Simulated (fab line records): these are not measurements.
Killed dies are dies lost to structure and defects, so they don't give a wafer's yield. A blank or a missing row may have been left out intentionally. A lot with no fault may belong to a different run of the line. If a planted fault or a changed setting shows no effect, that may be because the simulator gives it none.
fab line records | flow sky130
[record] lots = 11 | wafers = 33 | last-day = 46
route steps=708 shown POLY_GATE@236 LDD_P@265 LDD_HVP@286 SPACER@305 PAD_OPEN@708
lots untouched by any fault: they come from a run of this same line in which no faults occurred
start-h: the number of hours between the record's first day and the start of the first shown wafer of the lot | wait-h: hours elapsed since this lot's preceding step | " same as the row above | L1.1+2: one row covering several wafers at once | - no value, or no start was given | * or withheld: withheld | < > ~ a bound
route shown NAME@n: NAME is a module with steps in the file, n the number in the route of the first one | usual: mean and standard deviation over wafers with no fault | same: alike in all rows | chamber/n: place in a boat | sites: each site's reading | _std_site: their standard deviation | _edge_site: inner sites' mean taken away from outer sites' mean | radius-mm: for every site, how far away it sits from the centre of the wafer | mask NAME#n: copy n | behind: the most recent tool/chamber to have shaped the wafer | hold: cause of the lot's hold/its duration in hours/its outcome | device: the n, p or np transistor that did not switch | end of line: the route-end tests of the same wafers | a step without rows: its recipe alone | killed: dies lost to structure and defects at the first sort, not the wafer's yield | map: dies across one wafer; x = killed, . = not, _ = none there
set.NAME: the setting as run; set.NAME@STEP: as run at that earlier step | model.NAME: the simulator's own value behind a step, which no gauge read
steps of the route over a sample of lots; a table a step, a row a wafer
services: the hour from which a tool's chamber was out of use, counted from the record's first day as start-h (under 0 if before that day), plus the number of hours and why
[[steps]]
[step SKY_POLY_GATE_CD_MEAS_22]
[usual] cd-nm = 149.3/2.3
lot.wafer | tool      | chamber | start-h | wait-h | cd-nm
L776.2    | cd-sem-02 | -       | 363.63  | 0.1    | 150.0
L776.4    | "         | -       | "       | "      | 149.9
L776.6    | "         | -       | "       | "      | 150.1
L778.1    | cd-sem-02 | -       | 391.20  | 0.1    | 147.1
L778.3    | "         | -       | "       | "      | 146.8
L778.5    | "         | -       | "       | "      | 147.2
L777.3    | cd-sem-02 | -       | 396.81  | 0.1    | 151.1
L777.4    | "         | -       | "       | "      | 152.1
L777.5    | "         | -       | "       | "      | 151.8
L780.1    | cd-sem-02 | -       | 402.99  | 0.1    | 148.7
L780.5    | "         | -       | "       | "      | 151.3
L780.6    | "         | -       | "       | "      | 147.9
L779.1    | cd-sem-01 | -       | 408.61  | 0.1    | 146.7
L779.4    | "         | -       | "       | "      | 151.1
L779.5    | "         | -       | "       | "      | 152.2
L781.2    | cd-sem-01 | -       | 422.52  | 0.1    | 150.1
L781.3    | "         | -       | "       | "      | 147.0
L781.4    | "         | -       | "       | "      | 147.1
L782.1    | cd-sem-01 | -       | 424.81  | 0.1    | 150.2
L782.2    | "         | -       | "       | "      | 153.5
L782.3    | "         | -       | "       | "      | 149.3
L783.2    | cd-sem-02 | -       | 431.73  | 0.1    | 150.7
L783.5    | "         | -       | "       | "      | 149.7
L783.6    | "         | -       | "       | "      | 151.2
L784.1    | cd-sem-02 | -       | 440.90  | 0.1    | 148.1
L784.2    | "         | -       | "       | "      | 145.5
L784.5    | "         | -       | "       | "      | 148.4
L785.3    | cd-sem-02 | -       | 449.80  | 0.1    | 149.8
L785.4    | "         | -       | "       | "      | 149.9
L785.6    | "         | -       | "       | "      | 148.9
L786.1    | cd-sem-01 | -       | 456.04  | 0.1    | 149.8
L786.4    | "         | -       | "       | "      | 147.7
L786.5    | "         | -       | "       | "      | 150.0
[step SKY_LDD_P_STRIP_10]
[recipe] chemistry = O2/N2 | power-w = 1400 | pressure-mtorr = 1500 | platen-temp-c = withheld | o2-flow-sccm = 3000 | n2-flow-sccm = 300 | overash-fraction = 0.5
[usual] drypump-motor-current-A = 5.56/0.28 | oes-product-au = 0.716/0.0045 | strip-time-to-endpoint-s = 14.17/0.045
lot.wafer | tool            | chamber | start-h | wait-h | drypump-motor-current-A | oes-product-au | rf-hours-counter-h | strip-time-to-endpoint-s
L776.2    | plasma-asher-03 | 1       | 421.75  | 0.1    | 5.75                    | 0.714          | 27                 | 14.12
L776.4    | "               | 0       | "       | "      | 5.86                    | 0.716          | -                  | 14.13
L776.6    | "               | 1       | "       | "      | 5.75                    | 0.720          | -                  | 14.14
L778.1    | plasma-asher-02 | 0       | 452.84  | 0.1    | 5.56                    | 0.702          | 2                  | 14.17
L778.3    | "               | 1       | "       | "      | 5.09                    | 0.716          | -                  | 14.13
L778.5    | "               | 1       | "       | "      | 5.08                    | 0.715          | -                  | 14.13
L777.3    | plasma-asher-01 | 0       | 458.27  | 0.1    | 5.44                    | 0.708          | -                  | 14.12
L777.4    | "               | 1       | "       | "      | 5.83                    | 0.717          | -                  | 14.10
L777.5    | "               | 0       | "       | "      | 5.45                    | 0.717          | -                  | 14.10
L780.1    | plasma-asher-01 | 0       | 465.50  | 0.1    | 5.44                    | 0.715          | 66                 | 14.17
L780.5    | "               | 1       | "       | "      | 5.87                    | 0.712          | -                  | 14.22
L780.6    | "               | 0       | "       | "      | 5.42                    | 0.719          | -                  | 14.21
L779.1    | plasma-asher-02 | 0       | 471.05  | 0.1    | 5.55                    | 0.723          | 4                  | 14.14
L779.4    | "               | 0       | "       | "      | 5.54                    | 0.725          | -                  | 14.11
L779.5    | "               | 0       | "       | "      | 5.57                    | 0.714          | -                  | 14.14
L781.2    | plasma-asher-01 | 1       | 485.50  | 0.1    | 5.86                    | 0.715          | 68                 | 14.19
L781.3    | "               | 0       | "       | "      | 5.45                    | 0.713          | -                  | 14.23
L781.4    | "               | 1       | "       | "      | 5.85                    | 0.718          | -                  | 14.21
L782.1    | plasma-asher-03 | 1       | 487.90  | 0.1    | 5.75                    | 0.714          | 34                 | 14.22
L782.2    | "               | 0       | "       | "      | 5.88                    | 0.718          | 34                 | 14.20
L782.3    | "               | 0       | "       | "      | 5.91                    | 0.714          | -                  | 14.14
L783.2    | plasma-asher-01 | 0       | 493.40  | 0.1    | 5.44                    | 0.725          | 69                 | 14.20
L783.5    | "               | 1       | "       | "      | 5.82                    | 0.719          | -                  | 14.17
L783.6    | "               | 0       | "       | "      | 5.44                    | 0.720          | -                  | 14.22
L784.1    | plasma-asher-03 | 0       | 503.79  | 0.1    | 5.86                    | 0.718          | 35                 | 14.17
L784.2    | "               | 1       | "       | "      | 5.76                    | 0.707          | 35                 | 14.22
L784.5    | "               | 0       | "       | "      | 5.88                    | 0.717          | -                  | 14.20
L785.3    | plasma-asher-02 | 1       | 511.45  | 0.1    | 5.09                    | 0.718          | -                  | 14.17
L785.4    | "               | 0       | "       | "      | 5.60                    | 0.719          | -                  | 14.20
L785.6    | "               | 1       | "       | "      | 5.08                    | 0.709          | -                  | 14.20
L786.1    | plasma-asher-02 | 1       | 518.60  | 0.1    | 5.10                    | 0.717          | 9                  | 14.26
L786.4    | "               | 1       | "       | "      | 5.05                    | 0.721          | -                  | 14.29
L786.5    | "               | 0       | "       | "      | 5.55                    | 0.713          | -                  | 14.23
[step SKY_LDD_HVP_IMPLANT_08]
[recipe] species = B | energy-kev = 20 | dose-cm2 = 1.7e+13 | tilt-deg = 17.9
[usual] implant-ion-amu = 11/0
lot.wafer | tool         | chamber | start-h | wait-h | implant-ion-amu
L776.2    | implanter-01 | 0       | 483.95  | 0.0    | 11
L776.4    | "            | 0       | "       | "      | 11
L776.6    | "            | 0       | "       | "      | 11
L778.1    | implanter-01 | 0       | 513.82  | 0.0    | 11
L778.3    | "            | 0       | "       | "      | 11
L778.5    | "            | 0       | "       | "      | 11
L777.3    | implanter-01 | 0       | 519.32  | 0.1    | 11
L777.4    | "            | 0       | "       | "      | 11
L777.5    | "            | 0       | "       | "      | 11
L780.1    | implanter-01 | 0       | 525.47  | 0.0    | 11
L780.5    | "            | 0       | "       | "      | 11
L780.6    | "            | 0       | "       | "      | 11
L779.1    | implanter-01 | 0       | 531.52  | 0.0    | 11
L779.4    | "            | 0       | "       | "      | 11
L779.5    | "            | 0       | "       | "      | 11
L781.2    | implanter-03 | 0       | 546.25  | 0.0    | 11
L781.3    | "            | 0       | "       | "      | 11
L781.4    | "            | 0       | "       | "      | 11
L782.1    | implanter-03 | 0       | 550.92  | 0.0    | 11
L782.2    | "            | 0       | "       | "      | 11
L782.3    | "            | 0       | "       | "      | 11
L783.2    | implanter-01 | 0       | 554.30  | 0.0    | 49
L783.5    | "            | 0       | "       | "      | 49
L783.6    | "            | 0       | "       | "      | 49
L784.1    | implanter-01 | 0       | 562.43  | 0.0    | 49
L784.2    | "            | 0       | "       | "      | 49
L784.5    | "            | 0       | "       | "      | 49
L785.3    | implanter-01 | 0       | 570.02  | 0.1    | 49
L785.4    | "            | 0       | "       | "      | 49
L785.6    | "            | 0       | "       | "      | 49
L786.1    | implanter-02 | 0       | 592.57  | 0.0    | 49
L786.4    | "            | 0       | "       | "      | 49
L786.5    | "            | 0       | "       | "      | 49
[step SKY_LDD_HVP_TW_MEAS_10]
[usual] LDD_HVP_TW = 461/4.3
lot.wafer | tool          | chamber | start-h | wait-h | hold                     | LDD_HVP_TW
L776.2    | film-metro-01 | -       | 484.19  | 0.1    | -                        | 464
L776.4    | "             | -       | "       | "      | -                        | 464
L776.6    | "             | -       | "       | "      | -                        | 465
L778.1    | film-metro-02 | -       | 514.07  | 0.1    | -                        | 458
L778.3    | "             | -       | "       | "      | -                        | 461
L778.5    | "             | -       | "       | "      | -                        | 461
L777.3    | film-metro-01 | -       | 519.54  | 0.1    | -                        | 463
L777.4    | "             | -       | "       | "      | -                        | 467
L777.5    | "             | -       | "       | "      | -                        | 464
L780.1    | film-metro-01 | -       | 525.72  | 0.1    | -                        | 467
L780.5    | "             | -       | "       | "      | -                        | 466
L780.6    | "             | -       | "       | "      | -                        | 467
L779.1    | film-metro-01 | -       | 531.77  | 0.1    | -                        | 469
L779.4    | "             | -       | "       | "      | -                        | 464
L779.5    | "             | -       | "       | "      | -                        | 467
L781.2    | film-metro-04 | -       | 546.48  | 0.1    | -                        | 456
L781.3    | "             | -       | "       | "      | -                        | 456
L781.4    | "             | -       | "       | "      | -                        | 457
L782.1    | film-metro-04 | -       | 551.17  | 0.1    | -                        | 456
L782.2    | "             | -       | "       | "      | -                        | 457
L782.3    | "             | -       | "       | "      | -                        | 456
L783.2    | film-metro-01 | -       | 554.53  | 0.1    | await-dispo/0.2h/release | 723
L783.5    | "             | -       | "       | "      | await-dispo/0.2h/release | 720
L783.6    | "             | -       | "       | "      | await-dispo/0.2h/release | 725
L783.2    | film-metro-01 | -       | 554.76  | 0.2    | -                        | 723
L783.5    | "             | -       | "       | "      | -                        | 719
L783.6    | "             | -       | "       | "      | -                        | 726
L784.1    | film-metro-02 | -       | 562.68  | 0.1    | await-dispo/0.2h/release | 718
L784.2    | "             | -       | "       | "      | await-dispo/0.2h/release | 722
L784.5    | "             | -       | "       | "      | await-dispo/0.2h/release | 716
L784.1    | film-metro-02 | -       | 562.90  | 0.2    | -                        | 718
L784.2    | "             | -       | "       | "      | -                        | 719
L784.5    | "             | -       | "       | "      | -                        | 718
L785.3    | film-metro-02 | -       | 570.24  | 0.1    | await-dispo/0.2h/release | 718
L785.4    | "             | -       | "       | "      | await-dispo/0.2h/release | 715
L785.6    | "             | -       | "       | "      | await-dispo/0.2h/release | 715
L785.3    | film-metro-02 | -       | 570.47  | 0.2    | -                        | 718
L785.4    | "             | -       | "       | "      | -                        | 715
L785.6    | "             | -       | "       | "      | -                        | 719
L786.1    | film-metro-04 | -       | 592.82  | 0.1    | await-dispo/0.2h/release | 706
L786.4    | "             | -       | "       | "      | await-dispo/0.2h/release | 705
L786.5    | "             | -       | "       | "      | await-dispo/0.2h/release | 704
L786.1    | film-metro-04 | -       | 593.10  | 0.3    | -                        | 704
L786.4    | "             | -       | "       | "      | -                        | 708
L786.5    | "             | -       | "       | "      | -                        | 704
[step SKY_SPACER_THK_MEAS_01]
[recipe] reads = Si3N4_of_SPACER_CVD_00
[usual] SPACER_CVD_00_THK = 43.1/0.36
lot.wafer | tool          | chamber | start-h | wait-h | SPACER_CVD_00_THK[nm]
L776.2    | film-metro-01 | -       | 516.75  | 0.0    | 42.5
L776.4    | "             | -       | "       | "      | 42.7
L776.6    | "             | -       | "       | "      | 42.8
L778.1    | film-metro-02 | -       | 546.20  | 0.0    | 42.8
L778.3    | "             | -       | "       | "      | 42.3
L778.5    | "             | -       | "       | "      | 43.0
L777.3    | film-metro-03 | -       | 553.56  | 0.0    | 42.4
L777.4    | "             | -       | "       | "      | 42.9
L777.5    | "             | -       | "       | "      | 42.5
L780.1    | film-metro-03 | -       | 559.31  | 0.0    | 43.1
L780.5    | "             | -       | "       | "      | 43.1
L780.6    | "             | -       | "       | "      | 43.1
L779.1    | film-metro-02 | -       | 563.23  | 0.0    | 43.1
L779.4    | "             | -       | "       | "      | 43.1
L779.5    | "             | -       | "       | "      | 43.3
L781.2    | film-metro-03 | -       | 577.60  | 0.0    | 42.7
L781.3    | "             | -       | "       | "      | 42.7
L781.4    | "             | -       | "       | "      | 42.3
L782.1    | film-metro-01 | -       | 582.44  | 0.0    | 43.1
L782.2    | "             | -       | "       | "      | 42.9
L782.3    | "             | -       | "       | "      | 43.2
[step SKY_PAD_OPEN_PROBE_99]
[usual] defect-limited-yield = 82.6/1.8 | killed_at_M0_to_M3 = 44/6.5 | killed_at_M4_up = 3.3/1.9 | killed-at-contacts = 23/4.7 | killed-at-front-end = 15/4.5 | killed-at-other = 0.2/0.52 | killed-dies = 86/8.9 | killed-open = 47/6.8 | killed-short = 39/6.1 | sort_bin_3_pad_short = 0.8/0.44 | sort_bin_5_function = 10.3/1.4 | sort_bin_6_memory = 6.3/1.1 | sort-n-pass = 406/8.9 | sort-yield-pct = 82.6/1.8
[same] gross-dies = 492 | killed-at-back-side = 0 | sort_bin_4_leakage[%] = 0 | sort_bin_8_speed[%] = 0
lot.wafer | tool      | chamber | start-h | wait-h | defect-limited-yield[%] | killed_at_M0_to_M3 | killed_at_M4_up | killed-at-contacts | killed-at-front-end | killed-at-other | killed-dies | killed-open | killed-short | sort_bin_3_pad_short[%] | sort_bin_5_function[%] | sort_bin_6_memory[%] | sort-n-pass | sort-yield-pct[%]
L776.2    | prober-01 | -       | 1057.68 | 0.1    | 82.5                    | 41                 | 3               | 25                 | 16                  | 1               | 86          | 50          | 36           | 1.2                     | 10.8                   | 5.5                  | 406         | 82.5
L776.4    | prober-01 | -       | 1057.78 | 0.2    | 83.3                    | 42                 | 1               | 16                 | 23                  | 0               | 82          | 41          | 41           | 0.8                     | 9.8                    | 6.1                  | 410         | 83.3
L776.6    | prober-01 | -       | 1057.88 | 0.2    | 82.3                    | 41                 | 4               | 20                 | 22                  | 0               | 87          | 45          | 42           | 1.4                     | 10.6                   | 5.7                  | 405         | 82.3
L778.1    | prober-02 | -       | 1079.71 | 0.1    | 79.1                    | 57                 | 1               | 25                 | 20                  | 0               | 103         | 63          | 40           | 1.0                     | 11.4                   | 8.5                  | 389         | 79.1
L778.3    | prober-02 | -       | 1079.81 | 0.2    | 83.5                    | 49                 | 2               | 19                 | 10                  | 1               | 81          | 48          | 33           | 0.4                     | 11.0                   | 5.1                  | 411         | 83.5
L778.5    | prober-02 | -       | 1079.91 | 0.2    | 80.9                    | 46                 | 3               | 25                 | 19                  | 1               | 94          | 59          | 35           | 0.6                     | 12.2                   | 6.3                  | 398         | 80.9
L777.3    | prober-01 | -       | 1084.90 | 0.2    | 85.0                    | 38                 | 5               | 21                 | 10                  | 0               | 74          | 38          | 36           | 1.0                     | 8.3                    | 5.7                  | 418         | 85.0
L777.4    | prober-01 | -       | 1084.95 | 0.2    | 81.3                    | 47                 | 3               | 26                 | 16                  | 0               | 92          | 51          | 41           | 1.2                     | 11.4                   | 6.1                  | 400         | 81.3
L777.5    | prober-01 | -       | 1085.00 | 0.2    | 82.7                    | 49                 | 3               | 20                 | 13                  | 0               | 85          | 56          | 29           | 0.6                     | 10.0                   | 6.7                  | 407         | 82.7
L780.1    | prober-02 | -       | 1090.51 | 0.1    | 82.3                    | 35                 | 4               | 24                 | 24                  | 0               | 87          | 44          | 43           | 1.0                     | 9.6                    | 7.1                  | 405         | 82.3
L780.5    | prober-02 | -       | 1090.71 | 0.2    | 82.7                    | 44                 | 9               | 19                 | 13                  | 0               | 85          | 46          | 39           | 0.6                     | 9.3                    | 7.3                  | 407         | 82.7
L780.6    | prober-02 | -       | 1090.76 | 0.2    | 80.5                    | 47                 | 3               | 28                 | 18                  | 0               | 96          | 43          | 53           | 1.2                     | 11.0                   | 7.3                  | 396         | 80.5
L779.1    | prober-01 | -       | 1097.16 | 0.1    | 81.7                    | 43                 | 4               | 23                 | 20                  | 0               | 90          | 40          | 50           | 1.4                     | 10.8                   | 6.1                  | 402         | 81.7
L779.4    | prober-01 | -       | 1097.31 | 0.2    | 85.4                    | 38                 | 2               | 16                 | 16                  | 0               | 72          | 33          | 39           | 1.0                     | 7.1                    | 6.5                  | 420         | 85.4
L779.5    | prober-01 | -       | 1097.36 | 0.2    | 80.1                    | 49                 | 3               | 31                 | 15                  | 0               | 98          | 51          | 47           | 1.0                     | 13.2                   | 5.7                  | 394         | 80.1
L782.1    | prober-02 | -       | 1106.56 | 0.1    | 82.7                    | 46                 | 5               | 18                 | 16                  | 0               | 85          | 47          | 38           | 0.8                     | 11.6                   | 4.9                  | 407         | 82.7
L782.2    | prober-02 | -       | 1106.61 | 0.1    | 79.7                    | 59                 | 1               | 21                 | 19                  | 0               | 100         | 55          | 45           | 0.6                     | 12.8                   | 6.9                  | 392         | 79.7
L782.3    | prober-02 | -       | 1106.66 | 0.2    | 82.3                    | 37                 | 4               | 26                 | 20                  | 0               | 87          | 49          | 38           | 1.4                     | 10.0                   | 6.3                  | 405         | 82.3
L781.2    | prober-01 | -       | 1106.96 | 0.1    | 81.3                    | 54                 | 3               | 18                 | 17                  | 0               | 92          | 51          | 41           | 2.0                     | 11.8                   | 4.9                  | 400         | 81.3
L781.3    | prober-01 | -       | 1107.01 | 0.2    | 81.7                    | 40                 | 8               | 26                 | 16                  | 0               | 90          | 45          | 45           | 0.8                     | 10.0                   | 7.5                  | 402         | 81.7
L781.4    | prober-01 | -       | 1107.06 | 0.2    | 79.9                    | 49                 | 1               | 31                 | 18                  | 0               | 99          | 53          | 46           | 1.2                     | 10.0                   | 8.9                  | 393         | 79.9
// killed by level:class
L776.2 VIA1:geometric-particle:open=10 CONTACT:geometric-particle:open=10 VIA2:geometric-particle:open=6 LI_CONTACT:geometric-particle:open=5 VIA3:geometric-particle:open=5 CONTACT:geometric-particle:short=5 VIA1:geometric-particle:short=5 METAL1:geometric-particle:short=5
L776.4 FIELD_ISO:geometric-particle:short=10 VIA3:geometric-particle:open=10 VIA1:geometric-particle:short=10 LI_CONTACT:geometric-particle:open=6 CONTACT:geometric-particle:open=6 VIA1:geometric-particle:open=5 POLY_GATE:geometric-particle:open=4 POLY_CUT:geometric-particle:open=3
L776.6 VIA1:geometric-particle:open=9 POLY_GATE:geometric-particle:short=8 CONTACT:geometric-particle:open=8 LI_CONTACT:geometric-particle:open=5 VIA3:geometric-particle:open=5 VIA1:geometric-particle:short=5 VIA2:geometric-particle:short=4 POLY_GATE:geometric-particle:open=4
L778.1 VIA1:geometric-particle:open=16 CONTACT:geometric-particle:open=12 FIELD_ISO:geometric-particle:open=7 METAL1:geometric-particle:short=7 VIA2:geometric-particle:open=7 LI_CONTACT:geometric-particle:open=6 POLY_GATE:geometric-particle:short=5 METAL3:geometric-particle:short=5
L778.3 VIA1:geometric-particle:open=12 VIA2:geometric-particle:open=10 CONTACT:geometric-particle:open=5 VIA1:geometric-particle:short=5 VIA2:geometric-particle:short=5 FIELD_ISO:geometric-particle:open=4 POLY_GATE:geometric-particle:short=4 LI_CONTACT:geometric-particle:open=4
L778.5 LI_CONTACT:geometric-particle:open=11 VIA1:geometric-particle:open=10 VIA3:geometric-particle:open=8 FIELD_ISO:geometric-particle:open=7 VIA2:geometric-particle:open=7 METAL1:geometric-particle:short=6 CONTACT:geometric-particle:short=5 VIA1:geometric-particle:short=5
L777.3 VIA1:geometric-particle:open=11 VIA2:geometric-particle:open=6 CONTACT:geometric-particle:open=6 LI_CONTACT:geometric-particle:open=5 VIA3:geometric-particle:open=5 CONTACT:geometric-particle:short=5 METAL4:geometric-particle:short=5 POLY_GATE:geometric-particle:short=4
L777.4 VIA1:geometric-particle:open=13 CONTACT:geometric-particle:open=10 LI_CONTACT:geometric-particle:open=8 METAL1:geometric-particle:short=7 VIA2:geometric-particle:open=6 VIA3:geometric-particle:short=5 FIELD_ISO:geometric-particle:short=4 METAL3:geometric-particle:short=4
L777.5 VIA1:geometric-particle:open=16 LI_CONTACT:geometric-particle:open=8 VIA3:geometric-particle:open=7 METAL1:geometric-particle:short=6 VIA2:geometric-particle:open=6 FIELD_ISO:geometric-particle:open=5 CONTACT:geometric-particle:open=5 FIELD_ISO:geometric-particle:short=4
L780.1 VIA2:geometric-particle:open=10 VIA1:geometric-particle:open=8 POLY_GATE:geometric-particle:short=7 CONTACT:geometric-particle:open=7 FIELD_ISO:geometric-particle:short=5 METAL2:geometric-particle:short=5 LI_CONTACT:geometric-particle:open=5 CONTACT:geometric-particle:short=5
L780.5 VIA1:geometric-particle:open=11 CONTACT:geometric-particle:open=6 LOCAL_INTERCONNECT:geometric-particle:short=6 METAL4:geometric-particle:short=6 METAL2:geometric-particle:short=5 VIA2:geometric-particle:open=5 FIELD_ISO:geometric-particle:open=4 VIA2:geometric-particle:short=4
L780.6 METAL1:geometric-particle:short=11 CONTACT:geometric-particle:open=8 FIELD_ISO:geometric-particle:short=7 LI_CONTACT:geometric-particle:open=7 LOCAL_INTERCONNECT:geometric-particle:short=6 VIA1:geometric-particle:open=6 VIA2:geometric-particle:open=6 METAL3:geometric-particle:short=5
L779.1 VIA1:geometric-particle:short=10 CONTACT:geometric-particle:open=9 VIA1:geometric-particle:open=7 POLY_GATE:geometric-particle:short=6 METAL2:geometric-particle:short=5 VIA2:geometric-particle:open=5 LI_CONTACT:geometric-particle:short=4 POLY_GATE:geometric-particle:open=4
L779.4 VIA1:geometric-particle:open=10 FIELD_ISO:geometric-particle:short=7 CONTACT:geometric-particle:short=6 CONTACT:geometric-particle:open=6 METAL1:geometric-particle:short=5 VIA3:geometric-particle:short=4 FIELD_ISO:geometric-particle:open=3 VIA1:geometric-particle:short=3
L779.5 CONTACT:geometric-particle:open=14 VIA1:geometric-particle:open=12 LOCAL_INTERCONNECT:geometric-particle:short=9 VIA3:geometric-particle:open=9 VIA1:geometric-particle:short=6 METAL2:geometric-particle:short=5 VIA3:geometric-particle:short=5 FIELD_ISO:geometric-particle:open=4
L782.1 VIA1:geometric-particle:open=11 VIA3:geometric-particle:open=8 CONTACT:geometric-particle:open=8 FIELD_ISO:geometric-particle:short=7 FIELD_ISO:geometric-particle:open=6 METAL2:geometric-particle:short=6 VIA2:geometric-particle:open=6 VIA1:geometric-particle:short=5
L782.2 CONTACT:geometric-particle:open=11 VIA1:geometric-particle:open=11 VIA2:geometric-particle:open=9 VIA3:geometric-particle:open=9 VIA1:geometric-particle:short=8 FIELD_ISO:geometric-particle:open=5 FIELD_ISO:geometric-particle:short=5 POLY_GATE:geometric-particle:short=5
L782.3 CONTACT:geometric-particle:open=10 VIA1:geometric-particle:open=9 LI_CONTACT:geometric-particle:open=7 FIELD_ISO:geometric-particle:open=6 LOCAL_INTERCONNECT:geometric-particle:short=5 VIA3:geometric-particle:open=5 POLY_GATE:geometric-particle:short=4 METAL1:geometric-particle:short=4
L781.2 CONTACT:geometric-particle:open=11 VIA1:geometric-particle:open=10 VIA2:geometric-particle:open=9 VIA3:geometric-particle:open=8 METAL2:geometric-particle:short=8 FIELD_ISO:geometric-particle:open=6 METAL1:geometric-particle:short=6 VIA1:geometric-particle:short=6
L781.3 VIA1:geometric-particle:open=10 CONTACT:geometric-particle:short=9 LI_CONTACT:geometric-particle:open=8 VIA1:geometric-particle:short=6 VIA2:geometric-particle:open=5 METAL4:geometric-particle:open=5 FIELD_ISO:geometric-particle:open=4 FIELD_ISO:geometric-particle:short=4
L781.4 VIA1:geometric-particle:open=13 CONTACT:geometric-particle:open=12 METAL2:geometric-particle:short=12 LI_CONTACT:geometric-particle:open=8 VIA3:geometric-particle:short=6 FIELD_ISO:geometric-particle:open=5 FIELD_ISO:geometric-particle:short=4 VIA3:geometric-particle:open=4
[[services]]
tool            | chamber | start-h | hours | kind
plasma-asher-02 | -       | 421.25  | 9.0   | pm
plasma-asher-02 | 0       | 421.25  | 9.0   | vent-cycle
plasma-asher-02 | 1       | 421.25  | 9.0   | vent-cycle
plasma-asher-01 | -       | 428.32  | 2.8   | pm
plasma-asher-02 | 0       | 430.25  | -     | clean
plasma-asher-02 | 1       | 430.25  | -     | clean
implanter-02    | -       | 438.32  | 5.7   | repair
implanter-01    | -       | 444.62  | 1.5   | repair
plasma-asher-02 | -       | 540.61  | 2.1   | repair
implanter-03    | -       | 552.69  | 13.0  | repair
implanter-02    | -       | 585.10  | 5.4   | pm
[[key]]
[first-sign] step = SKY_LDD_HVP_IMPLANT_08 | reading = implant-ion-amu | direction = up | sigmas = 99+ | usual = 11 | struck = 49
[effect] step = SKY_LDD_HVP_TW_MEAS_10 | reading = visit | direction = added
[effect] step = SKY_LDD_HVP_TW_MEAS_10 | reading = LDD_HVP_TW | direction = up | sigmas = 59 | usual = 461 | struck = 716
met-at SKY_LDD_HVP_IMPLANT_08
struck-lots L783,L784,L785,L786
scrapped-behind SKY_LDD_HVP_TW_MEAS_10 L783.2,L783.5,L783.6,L784.1,L784.2,L784.5,L785.3,L785.4,L785.6,L786.1,L786.4,L786.5
not-acting-at SKY_POLY_GATE_CD_MEAS_22,SKY_LDD_P_STRIP_10,SKY_SPACER_THK_MEAS_01
onset-between 531.52 554.30
[fault] kind = wrong-recipe-download | tool = implanter-01,implanter-02,implanter-03 | chamber = - | onset-h = 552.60 | steps = SKY_LDD_HVP_IMPLANT_08 | wrong-recipe.not-listed = 1
